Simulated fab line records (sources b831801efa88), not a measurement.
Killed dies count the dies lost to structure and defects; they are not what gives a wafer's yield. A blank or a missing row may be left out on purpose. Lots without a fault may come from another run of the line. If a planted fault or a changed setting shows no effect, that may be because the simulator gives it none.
fab line records	flow sky130
record lots=12	wafers=34	lastDay=49
route steps=708 shown METAL3@564 CAP2M@603 METAL4@633 PAD_OPEN@708
lots untouched by any fault: they come from a run of this same line in which no faults occurred
startH: hours from the record's opening day to when the first of the lot's shown wafers began	waitH: hours from the lot's prior step to this one	" identical to the entry in the row above	L1.1+2: a row that stands for several wafers	- no value, or no start given	* or withheld: withheld	< > ~ a bound
route shown NAME@n: a module of which the file shows steps, and the number in the route of the first	usual: the fault-free wafers' mean and standard deviation	same: alike in all rows	chamber/n: place in a boat	sites: readings site by site	_std_site: standard deviation across them	_edge_site: mean of outer sites minus mean of inner sites	radiusMm: for every site, how far away it sits from the centre of the wafer	mask NAME#n: copy n	behind: tool/chamber where the wafer was last shaped	hold: the reason the lot was held/the length of the hold in hours/how it ended	device: which transistor (n, p or np) failed to switch	end of line: at the end of the route, the tests of the same wafers	a step without rows: its recipe alone	killed: dies lost to structure and defects at the first sort, not the wafer's yield	map: the dies of a wafer, with x for killed, . for not killed, _ for no die there
set.NAME: setting as actually run; set.NAME@STEP: the setting as run at that earlier step	model.NAME: the simulator's own value behind a step, which no gauge read
the route's steps for a sample of lots (tables are steps, rows are wafers)
services: a tool's chamber out of use, with start hour (startH, from the record's first day; less than 0 if before it), hours out, and reason
## steps
# step SKY_METAL3_OVL_MEAS_14
# usual METAL3_OVL=-4/5
lot.wafer	tool	chamber	startH	waitH	METAL3_OVL[nm]
L177.2	overlay-01	-	895.51	0.1	-19
L177.4	"	-	"	"	-14
L177.5	"	-	"	"	-11
L179.3	overlay-02	-	920.74	0.1	-2
L179.4	"	-	"	"	-12
L179.6	"	-	"	"	-6
L180.1	overlay-02	-	922.11	0.1	-5
L180.2	"	-	"	"	2
L180.4	"	-	"	"	4
L182.1	overlay-01	-	939.78	0.1	2
L182.4	"	-	"	"	-9
L182.5	"	-	"	"	-6
L183.2	overlay-01	-	950.44	0.1	-4
L183.3	"	-	"	"	-2
L183.4	"	-	"	"	-4
L184.1	overlay-02	-	956.93	0.1	-13
L184.2	"	-	"	"	-3
L184.4	"	-	"	"	-9
L186.1	overlay-01	-	966.63	0.1	-7
L186.2	"	-	"	"	-3
L186.3	"	-	"	"	-9
L187.1	overlay-01	-	976.46	0.1	0
L187.2	"	-	"	"	0
L187.6	"	-	"	"	-6
L188.2	overlay-01	-	984.26	0.1	-4
L188.4	"	-	"	"	-8
L188.5	"	-	"	"	-4
L189.2	overlay-02	-	992.61	0.1	-16
L189.4	"	-	"	"	-14
L189.5	"	-	"	"	-5
L193.2	overlay-01	-	1012.39	0.1	-9
L193.6	"	-	"	"	-7
L195.3	overlay-02	-	1025.87	0.1	-9
L195.6	"	-	"	"	2
# step SKY_CAP2M_CVD_00
# recipe material=SiO2	targetThkNm=15.5	tempC=400	timeS=withheld	rfW=450
# usual heaterPowerW=711/100
lot.wafer	tool	chamber	startH	waitH	heaterPowerW
L177.2	pecvd-04	1	923.69	0.0	708
L177.4	"	0	"	"	754
L177.5	"	0	"	"	736
L179.3	pecvd-02	2	948.95	0.0	631
L179.4	"	2	"	"	612
L179.6	"	0	"	"	581
L180.1	pecvd-04	0	950.02	0.0	637
L180.2	"	1	"	"	748
L180.4	"	1	"	"	737
L182.1	pecvd-02	1	966.68	0.0	708
L182.4	"	2	"	"	639
L182.5	"	1	"	"	725
L183.2	pecvd-04	1	977.78	0.0	831
L183.3	"	0	"	"	770
L183.4	"	1	"	"	799
L184.1	pecvd-03	1	984.38	0.0	947
L184.2	"	0	"	"	634
L184.4	"	0	"	"	665
L186.1	pecvd-03	1	994.03	0.0	938
L186.2	"	2	"	"	800
L186.3	"	0	"	"	627
L187.1	pecvd-03	0	1003.38	0.0	632
L187.2	"	2	"	"	716
L187.6	"	0	"	"	644
L188.2	pecvd-04	1	1010.23	0.0	798
L188.4	"	0	"	"	666
L188.5	"	1	"	"	786
L189.2	pecvd-02	0	1019.32	0.0	597
L189.4	"	0	"	"	602
L189.5	"	2	"	"	580
L193.2	pecvd-04	1	1038.70	0.0	775
L193.6	"	1	"	"	755
L195.3	pecvd-04	1	1051.55	0.0	694
L195.6	"	1	"	"	725
# step SKY_CAP2M_THK_MEAS_01
# recipe reads=SiO2_of_CAP2M_CVD_00
# usual CAP2M_CVD_00_THK=15.41/0.18
lot.wafer	tool	chamber	startH	waitH	CAP2M_CVD_00_THK[nm]
L177.2	filmMetro-01	-	923.73	-	15.25
L177.4	"	-	"	"	15.55
L177.5	"	-	"	"	15.36
L179.3	filmMetro-02	-	948.99	-	15.19
L179.4	"	-	"	"	15.42
L179.6	"	-	"	"	15.34
L180.1	filmMetro-02	-	950.05	-	15.31
L180.2	"	-	"	"	15.38
L180.4	"	-	"	"	15.58
L182.1	filmMetro-02	-	966.70	-	15.48
L182.4	"	-	"	"	15.53
L182.5	"	-	"	"	15.54
L183.2	filmMetro-02	-	977.82	-	15.32
L183.3	"	-	"	"	15.43
L183.4	"	-	"	"	15.36
L184.1	filmMetro-02	-	984.40	-	15.74
L184.2	"	-	"	"	15.34
L184.4	"	-	"	"	15.68
L186.1	filmMetro-01	-	994.05	-	15.45
L186.2	"	-	"	"	15.31
L186.3	"	-	"	"	15.25
L187.1	filmMetro-03	-	1003.41	-	15.40
L187.2	"	-	"	"	15.27
L187.6	"	-	"	"	15.60
L188.2	filmMetro-01	-	1010.28	-	15.13
L188.4	"	-	"	"	15.25
L188.5	"	-	"	"	15.49
L189.2	filmMetro-03	-	1019.36	-	15.22
L189.4	"	-	"	"	15.46
L189.5	"	-	"	"	15.70
L193.2	filmMetro-02	-	1038.74	-	13.46
L193.6	"	-	"	"	15.47
L195.3	filmMetro-01	-	1051.60	-	13.81
L195.6	"	-	"	"	15.64
# step SKY_CAP2M_SPUTTER_02
# recipe material=TiN	targetThkNm=200	tempC=300	powerW=6500	timeS=166.7	chamberPressurePa=0.4
# usual throttleValvePct=29.7/0.77
lot.wafer	tool	chamber	startH	waitH	throttleValvePct
L177.2	pvdSputter-04	-	923.78	0.0	29.2
L177.4	"	-	"	"	29.4
L177.5	"	-	"	"	30.8
L179.3	pvdSputter-02	-	949.03	0.0	30.7
L179.4	"	-	"	"	29.8
L179.6	"	-	"	"	30.7
L180.1	pvdSputter-03	-	950.11	0.1	28.3
L180.2	"	-	"	"	30.3
L180.4	"	-	"	"	30.3
L182.1	pvdSputter-03	-	966.76	0.1	28.2
L182.4	"	-	"	"	30.0
L182.5	"	-	"	"	28.4
L183.2	pvdSputter-04	-	977.87	0.0	29.7
L183.3	"	-	"	"	30.5
L183.4	"	-	"	"	29.6
L184.1	pvdSputter-02	-	984.46	0.1	29.4
L184.2	"	-	"	"	30.9
L184.4	"	-	"	"	30.8
L186.1	pvdSputter-04	-	994.11	0.1	28.8
L186.2	"	-	"	"	31.0
L186.3	"	-	"	"	29.3
L187.1	pvdSputter-04	-	1003.47	0.1	29.0
L187.2	"	-	"	"	29.5
L187.6	"	-	"	"	29.4
L188.2	pvdSputter-02	-	1010.33	0.0	30.9
L188.4	"	-	"	"	28.9
L188.5	"	-	"	"	30.6
L189.2	pvdSputter-03	-	1019.41	0.0	29.3
L189.4	"	-	"	"	30.0
L189.5	"	-	"	"	29.3
L193.2	pvdSputter-04	-	1038.79	0.0	28.9
L193.6	"	-	"	"	29.3
L195.3	pvdSputter-04	-	1051.64	0.0	28.7
L195.6	"	-	"	"	29.5
# step SKY_CAP2M_OVL_MEAS_12
# usual CAP2M_OVL=-1.2/1.5
lot.wafer	tool	chamber	startH	waitH	CAP2M_OVL[nm]
L177.2	overlay-02	-	948.54	0.1	1.8
L177.4	"	-	"	"	-2.1
L177.5	"	-	"	"	-0.4
L179.3	overlay-02	-	973.17	0.1	-2.2
L179.4	"	-	"	"	-1.4
L179.6	"	-	"	"	-1.5
L180.1	overlay-01	-	974.41	0.1	-2.1
L180.2	"	-	"	"	-0.4
L180.4	"	-	"	"	-2.2
L182.1	overlay-01	-	989.86	0.1	-0.8
L182.4	"	-	"	"	-0.9
L182.5	"	-	"	"	0.6
L183.2	overlay-01	-	1001.17	0.1	0.6
L183.3	"	-	"	"	-0.6
L183.4	"	-	"	"	-1.4
L184.1	overlay-01	-	1007.86	0.1	-2.1
L184.2	"	-	"	"	-2.1
L184.4	"	-	"	"	-1.9
L186.1	overlay-02	-	1017.24	0.1	-2.9
L186.2	"	-	"	"	-2.9
L186.3	"	-	"	"	0.5
L187.1	overlay-02	-	1026.39	0.1	-4.3
L187.2	"	-	"	"	-2.6
L187.6	"	-	"	"	-3.0
L188.2	overlay-02	-	1033.17	0.1	-2.2
L188.4	"	-	"	"	-3.1
L188.5	"	-	"	"	-3.5
L189.2	overlay-01	-	1041.02	0.1	-0.6
L189.4	"	-	"	"	1.2
L189.5	"	-	"	"	-0.7
L193.2	overlay-02	-	1060.44	0.1	-1.9
L193.6	"	-	"	"	-1.0
L195.3	overlay-01	-	1073.08	0.1	0.6
L195.6	"	-	"	"	0.0
# step SKY_METAL4_ETCH_17
# recipe target=SiO2	stopOn=TiN	chemistry=C4F8/O2/Ar	sourceW=1500	biasW=1200	pressureMtorr=40	c4f8FlowSccm=withheld	O2_flow_sccm=6	Ar_flow_sccm=300	timeS=3.9	targetDepthA=150
# usual oesProductAu=0.753/0.0058
lot.wafer	tool	chamber	startH	waitH	oesProductAu	rfHoursCounterH
L177.2	rieDiel-01	3	974.05	0.1	0.745	7
L177.4	"	2	"	"	0.752	9
L177.5	"	2	"	"	0.745	-
L179.3	rieDiel-04	0	997.01	0.0	0.747	12
L179.4	"	3	"	"	0.762	9
L179.6	"	2	"	"	0.742	-
L180.1	rieDiel-01	2	998.88	0.1	0.760	10
L180.2	"	3	"	"	0.754	8
L180.4	"	1	"	"	0.757	1
L182.1	rieDiel-01	3	1014.04	0.1	0.760	8
L182.4	"	3	"	"	0.750	-
L182.5	"	2	"	"	0.751	-
L183.2	rieDiel-04	2	1026.00	0.1	0.746	5
L183.3	"	1	"	"	0.755	7
L183.4	"	0	"	"	0.755	13
L184.1	rieDiel-04	0	1032.22	0.1	0.764	13
L184.2	"	1	"	"	0.751	7
L184.4	"	2	"	"	0.765	5
L186.1	rieDiel-04	0	1040.77	0.1	0.757	13
L186.2	"	1	"	"	0.753	8
L186.3	"	2	"	"	0.748	5
L187.1	rieDiel-04	0	1049.20	0.1	0.757	13
L187.2	"	2	"	"	0.750	6
L187.6	"	0	"	"	0.766	-
L188.2	rieDiel-01	3	1056.04	0.1	0.750	10
L188.4	"	2	"	"	0.748	12
L188.5	"	0	"	"	0.749	-
L189.2	rieDiel-04	2	1063.42	0.1	0.754	6
L189.4	"	0	"	"	0.759	14
L189.5	"	3	"	"	0.760	-
L193.2	rieDiel-04	3	1082.57	0.1	0.707	11
L193.6	"	2	"	"	0.754	-
L195.3	rieDiel-04	0	1095.10	0.0	0.717	15
L195.6	"	0	"	"	0.757	-
# step SKY_PAD_OPEN_PROBE_99
# usual defectLimitedYield=82.7/2	killed_at_M0_to_M3=42/7.7	killed_at_M4_up=3.1/1.9	killedAtContacts=24/4.9	killedAtFrontEnd=15/4.6	killedAtOther=0.3/0.51	killedDies=85/9.9	killedOpen=47/7.1	killedShort=38/6.7	sort_bin_3_pad_short=0.9/0.46	sort_bin_5_function=10.1/1.5	sort_bin_6_memory=6.3/1.1	sortNPass=407/9.9	sortYieldPct=82.7/2
# same grossDies=492	killedAtBackSide=0	sort_bin_4_leakage[%]=0	sort_bin_8_speed[%]=0
lot.wafer	tool	chamber	startH	waitH	defectLimitedYield[%]	killed_at_M0_to_M3	killed_at_M4_up	killedAtContacts	killedAtFrontEnd	killedAtOther	killedDies	killedOpen	killedShort	sort_bin_3_pad_short[%]	sort_bin_5_function[%]	sort_bin_6_memory[%]	sortNPass	sortYieldPct[%]
L186.1	prober-02	-	1130.15	0.1	77.4	58	6	29	18	0	111	63	48	0.8	14.0	7.7	381	77.4
L186.2	prober-02	-	1130.20	0.1	82.7	34	6	25	20	0	85	44	41	0.4	9.8	7.1	407	82.7
L186.3	prober-02	-	1130.25	0.2	82.9	40	2	29	13	0	84	45	39	0.6	10.8	5.7	408	82.9
L193.2	prober-01	-	1166.01	0.1	81.5	48	2	28	13	0	91	46	45	1.6	8.9	7.9	401	81.5
L193.6	prober-01	-	1166.21	0.2	84.3	31	1	29	16	0	77	41	36	1.0	8.5	6.1	415	84.3
# killed by level:class
L186.1 VIA1:geometricParticle:open=11 CONTACT:geometricParticle:open=10 VIA1:geometricParticle:short=10 VIA2:geometricParticle:open=10 LI_CONTACT:geometricParticle:open=9 VIA3:geometricParticle:open=7 METAL2:geometricParticle:short=6 FIELD_ISO:geometricParticle:open=5
L186.2 CONTACT:geometricParticle:open=11 LI_CONTACT:geometricParticle:open=10 METAL2:geometricParticle:short=7 FIELD_ISO:geometricParticle:short=5 VIA1:geometricParticle:short=5 VIA1:geometricParticle:open=5 FIELD_ISO:geometricParticle:open=4 POLY_GATE:geometricParticle:open=4
L186.3 CONTACT:geometricParticle:open=10 LI_CONTACT:geometricParticle:open=8 METAL1:geometricParticle:short=7 VIA3:geometricParticle:open=6 CONTACT:geometricParticle:short=5 METAL2:geometricParticle:short=5 VIA1:geometricParticle:open=4 METAL1:geometricParticle:open=4
L193.2 VIA1:geometricParticle:open=9 VIA3:geometricParticle:open=9 LOCAL_INTERCONNECT:geometricParticle:short=7 CONTACT:geometricParticle:open=7 CONTACT:geometricParticle:short=7 VIA2:geometricParticle:open=7 LI_CONTACT:geometricParticle:open=6 METAL1:geometricParticle:short=6
L193.6 CONTACT:geometricParticle:open=10 VIA1:geometricParticle:open=10 CONTACT:geometricParticle:short=8 VIA3:geometricParticle:open=8 FIELD_ISO:geometricParticle:open=5 VIA1:geometricParticle:short=5 LI_CONTACT:geometricParticle:open=4 METAL1:geometricParticle:short=4
## services
tool	chamber	startH	hours	kind
pecvd-04	0	904.56	5.5	scheduledDown
pvdSputter-03	-	906.77	1.2	repair
pecvd-04	0	911.37	9.3	repair
rieDiel-04	1	933.44	10.7	repair
pecvd-02	0	937.52	5.5	scheduledDown
pecvd-02	-	938.07	2.8	pm
pecvd-02	2	942.98	5.5	scheduledDown
rieDiel-01	1	945.40	-	clean
rieDiel-01	1	945.40	12.2	scheduledDown
rieDiel-01	1	945.40	12.2	ventCycle
pecvd-02	-	963.15	2.0	repair
pvdSputter-02	-	972.71	4.3	repair
pvdSputter-03	-	984.69	34.5	repair
rieDiel-01	1	986.80	9.4	repair
pvdSputter-03	-	994.92	0.7	repair
rieDiel-01	1	1005.88	9.0	repair
rieDiel-04	0	1010.75	2.0	repair
rieDiel-04	-	1015.01	4.6	repair
rieDiel-04	2	1015.78	3.3	repair
pvdSputter-04	-	1030.48	4.3	repair
rieDiel-04	3	1043.56	8.8	repair
pvdSputter-03	-	1047.43	2.6	repair
pecvd-03	-	1054.75	1.4	repair
pecvd-04	2	1085.63	2.1	scheduledDown
## key
firstSign step=SKY_CAP2M_THK_MEAS_01	reading=CAP2M_CVD_00_THK	direction=down	sigmas=9.7	usual=15.41	struck=13.63
effect step=SKY_METAL4_ETCH_17	reading=oesProductAu	direction=down	sigmas=7.1	usual=0.753	struck=0.712
metAt SKY_CAP2M_CVD_00
struckLots L193,L195
struckWafers L193.2,L195.3
notActingAt SKY_METAL3_OVL_MEAS_14,SKY_CAP2M_SPUTTER_02,SKY_CAP2M_OVL_MEAS_12
onsetBetween 1010.23 1038.70
fault kind=processParameterDrift	tool=pecvd-04	chamber=-	onsetH=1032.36	steps=SKY_CAP2M_CVD_00	channel=targetThkNm	offset=-1.8475	shape=step	endH=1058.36	scope=struckWafersOnly	actsIn=theseRecipesOnly	stated=15.5
